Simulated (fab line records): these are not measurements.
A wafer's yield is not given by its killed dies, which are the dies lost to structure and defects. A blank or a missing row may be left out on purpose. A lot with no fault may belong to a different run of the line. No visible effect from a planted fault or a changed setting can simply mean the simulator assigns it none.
Which tool is to blame? :: flow sfq_line :: 42 wafers sampled from 14 lots at 1 step of a route of 325

== WHAT THE GAUGES SHOWED, per wafer ==
The record lacks any reading of a measuring or inspecting step that a usual standard deviation could be used to judge.

== EACH LOT AND THE TOOL THAT RAN IT (in order: tool; ch and the chambers of the sampled wafers; start) ==
lot: L672
SFQ_TRILAYER_M2_BARC_OPEN_METAL_ETCH_077: rie_metal-02 ch 0,1, day 28 20:25

lot: L673
SFQ_TRILAYER_M2_BARC_OPEN_METAL_ETCH_077: rie_metal-02 ch 0,1, day 30 21:44

lot: L674
SFQ_TRILAYER_M2_BARC_OPEN_METAL_ETCH_077: rie_metal-04 ch 0,1, day 31 05:04

lot: L677
SFQ_TRILAYER_M2_BARC_OPEN_METAL_ETCH_077: rie_metal-04 ch 0,1, day 32 12:23

lot: L682
SFQ_TRILAYER_M2_BARC_OPEN_METAL_ETCH_077: rie_metal-02 ch 0,1, day 34 09:55

lot: L683
SFQ_TRILAYER_M2_BARC_OPEN_METAL_ETCH_077: rie_metal-02 ch 0,1, day 34 21:55

lot: L687
SFQ_TRILAYER_M2_BARC_OPEN_METAL_ETCH_077: rie_metal-01 ch 0,1, day 36 12:19

lot: L689
SFQ_TRILAYER_M2_BARC_OPEN_METAL_ETCH_077: rie_metal-02 ch 0,1, day 37 22:43

lot: L690
SFQ_TRILAYER_M2_BARC_OPEN_METAL_ETCH_077: rie_metal-01 ch 0,1, day 38 05:55

lot: L691
SFQ_TRILAYER_M2_BARC_OPEN_METAL_ETCH_077: rie_metal-01 ch 0,1, day 39 17:29

lot: L692
SFQ_TRILAYER_M2_BARC_OPEN_METAL_ETCH_077: rie_metal-01 ch 1, day 39 19:53

lot: L693
SFQ_TRILAYER_M2_BARC_OPEN_METAL_ETCH_077: rie_metal-04 ch 0,1, day 39 21:06

lot: L694
SFQ_TRILAYER_M2_BARC_OPEN_METAL_ETCH_077: rie_metal-02 ch 0, day 39 22:17

lot: L695
SFQ_TRILAYER_M2_BARC_OPEN_METAL_ETCH_077: rie_metal-04 ch 0,1, day 40 00:41
- SFQ_TRILAYER_M2_BARC_OPEN_METAL_ETCH_077: etches BARC in O2, target depth 125 nm, time 41.7 s.

== AS READ BY THE TOOLS THEMSELVES (means over the sampled wafers that have a number; for cases with no such wafer, the mark the record gives instead) ==
SFQ_TRILAYER_M2_BARC_OPEN_METAL_ETCH_077. Usual: drypump_motor_current_A 5.63 A, standard deviation 0.28; oes_product_au 0.685 a.u., standard deviation 0.0051; run_length_s 70.0 s, standard deviation 0.45.
lot: L672
tool: rie_metal-02
drypump_motor_current_A (A): 5.72
oes_product_au (a.u.): 0.692
run_length_s (s): 70.7
flag: 

lot: L673
tool: rie_metal-02
drypump_motor_current_A (A): 5.81
oes_product_au (a.u.): 0.687
run_length_s (s): 70.3
flag: 

lot: L674
tool: rie_metal-04
drypump_motor_current_A (A): 5.39
oes_product_au (a.u.): 0.688
run_length_s (s): 69.7
flag: 

lot: L677
tool: rie_metal-04
drypump_motor_current_A (A): 5.41
oes_product_au (a.u.): 0.691
run_length_s (s): 69.6
flag: 

lot: L682
tool: rie_metal-02
drypump_motor_current_A (A): 5.81
oes_product_au (a.u.): 0.706
run_length_s (s): 68.5
flag: OFF

lot: L683
tool: rie_metal-02
drypump_motor_current_A (A): 5.72
oes_product_au (a.u.): 0.725
run_length_s (s): 67.5
flag: OFF

lot: L687
tool: rie_metal-01
drypump_motor_current_A (A): 5.85
oes_product_au (a.u.): 0.683
run_length_s (s): 69.7
flag: 

lot: L689
tool: rie_metal-02
drypump_motor_current_A (A): 5.73
oes_product_au (a.u.): 0.681
run_length_s (s): 70.4
flag: 

lot: L690
tool: rie_metal-01
drypump_motor_current_A (A): 5.60
oes_product_au (a.u.): 0.684
run_length_s (s): 70.1
flag: 

lot: L691
tool: rie_metal-01
drypump_motor_current_A (A): 5.59
oes_product_au (a.u.): 0.680
run_length_s (s): 69.7
flag: 

lot: L692
tool: rie_metal-01
drypump_motor_current_A (A): 6.08
oes_product_au (a.u.): 0.680
run_length_s (s): 69.6
flag: 

lot: L693
tool: rie_metal-04
drypump_motor_current_A (A): 5.40
oes_product_au (a.u.): 0.684
run_length_s (s): 70.0
flag: 

lot: L694
tool: rie_metal-02
drypump_motor_current_A (A): 5.65
oes_product_au (a.u.): 0.692
run_length_s (s): 70.6
flag: 

lot: L695
tool: rie_metal-04
drypump_motor_current_A (A): 5.30
oes_product_au (a.u.): 0.686
run_length_s (s): 69.5
flag: 

== THE ANSWER, worked out from the rows above alone ==
Rule: lot off if the mean of its wafers having a number is beyond 3 standard deviations from the usual mean. Also off: a lot with no number at a reading for which 4 or more lots have one. All remaining lots with rows at the step are treated as sound. Order of review: gauges by route order, followed by the tools' own readings, for which a lot's mean as printed above is used. At the first step where some lot is off, the reading lying furthest off is the one used; lots without a number count as furthest.
Off at SFQ_TRILAYER_M2_BARC_OPEN_METAL_ETCH_077 (oes_product_au): L682, L683.
If a tool, at that step or one of the process steps before it, ran each lot that is off and ran no sound lot following the first of them, it fits. No candidate that was tried fits.

== WHAT WAS PUT IN BY THE SIMULATOR ==
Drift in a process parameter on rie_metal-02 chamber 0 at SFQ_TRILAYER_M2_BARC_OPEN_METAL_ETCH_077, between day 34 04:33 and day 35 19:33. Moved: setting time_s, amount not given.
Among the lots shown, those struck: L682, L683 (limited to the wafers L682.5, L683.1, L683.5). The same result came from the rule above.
